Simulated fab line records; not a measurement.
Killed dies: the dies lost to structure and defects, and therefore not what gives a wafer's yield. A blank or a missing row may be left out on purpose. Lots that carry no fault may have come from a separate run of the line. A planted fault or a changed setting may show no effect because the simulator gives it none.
A single fault, viewed from 2 desks | flow gf180mcu | only its own numbers are on each desk; what lay behind them is given at the end

## THE METROLOGY DESK
What the gauges read for every lot (on any tool): the sampled wafers with a number, averaged. Marked OUT: a lot whose mean sits more than 4 standard deviations from the usual mean, which makes it out of limits; the brackets give that distance.
Columns: A = HV_LDD_4_TW at GF_HV_LDD_TW_MEAS_50, usual 566; B = NSD_TW at GF_NSD_TW_MEAS_12, usual 4269; C = SAB_CVD_00_THK at GF_SAB_THK_MEAS_01, usual 50.0 nm
lot  | first seen here | A   | B    | C
L606 | day 12 08:26    | 561 | 4297 | 50.2
L607 | day 12 20:07    | 569 | 4317 | 49.0
L608 | day 13 05:20    | 566 | 4303 | 49.6
L609 | day 13 13:20    | 562 | 4244 | 49.6
L613 | day 14 18:12    | 559 | 4308 | 56.8 (+9.0) OUT
L615 | day 15 09:05    | 569 | 4230 | 50.1
L616 | day 15 18:31    | 561 | 4187 | 54.7 (+6.2) OUT
L617 | day 16 00:17    | 566 | 4277 | 55.9 (+7.9) OUT
L621 | day 17 16:14    | 565 | 4258 | 50.0
L624 | day 18 13:39    | 564 | 4200 | 50.4
L625 | day 19 00:28    | 572 | 4258 | 49.7
L626 | day 19 05:56    | 573 | 4326 | 50.2
L627 | day 19 10:08    | 561 | 4309 | 49.1
L628 | day 19 22:38    | 562 | 4266 | 49.4
This desk's result: L613, L616, L617 out of limits, first on L613 (SAB_CVD_00_THK at GF_SAB_THK_MEAS_01), day 16 18:43. Within limits: L606, L607, L608, L609, L615, L621, L624, L625, L626, L627, L628.

## DESK OF THE TOOL OWNER: pecvd-04
The tool's own readings at GF_SAB_CVD_00 (deposits SiO2 from TEOS, target thk 50 nm, time 4.9302 s): means of the sampled wafers that have a number, for each lot that ran on this tool. Marked OUT: a lot whose mean sits more than 4 standard deviations from the usual mean, which makes it out of limits; the brackets give that distance.
Columns: A = heater-power-w at GF_SAB_CVD_00, usual 635 W
lot  | first seen here | A
L609 | day 15 12:31    | 641
L613 | day 16 18:41    | 572
L616 | day 17 20:41    | 556
L617 | day 18 01:49    | 640
L624 | day 20 17:49    | 559
L626 | day 21 10:07    | 611
This desk's verdict: no lot among the 6 shows anything out of limits.

## ALL TOGETHER
Metrology desk: alarm possible at day 16 18:43 on L613, L616, L617.
The tool owner's desk saw nothing out of limits.
Tool owner's desk: L613, L616, L617 on record, inside its limits.
All the named lots went through GF_SAB_CVD_00 on pecvd-04.

## WHAT THE SIMULATOR PUT IN
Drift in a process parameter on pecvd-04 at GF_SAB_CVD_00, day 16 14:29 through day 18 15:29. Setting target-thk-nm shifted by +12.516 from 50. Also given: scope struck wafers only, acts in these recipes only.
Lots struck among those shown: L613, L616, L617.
Time in hours between the start of the fault and the first out-of-limits reading at each desk: metrology desk, 4.
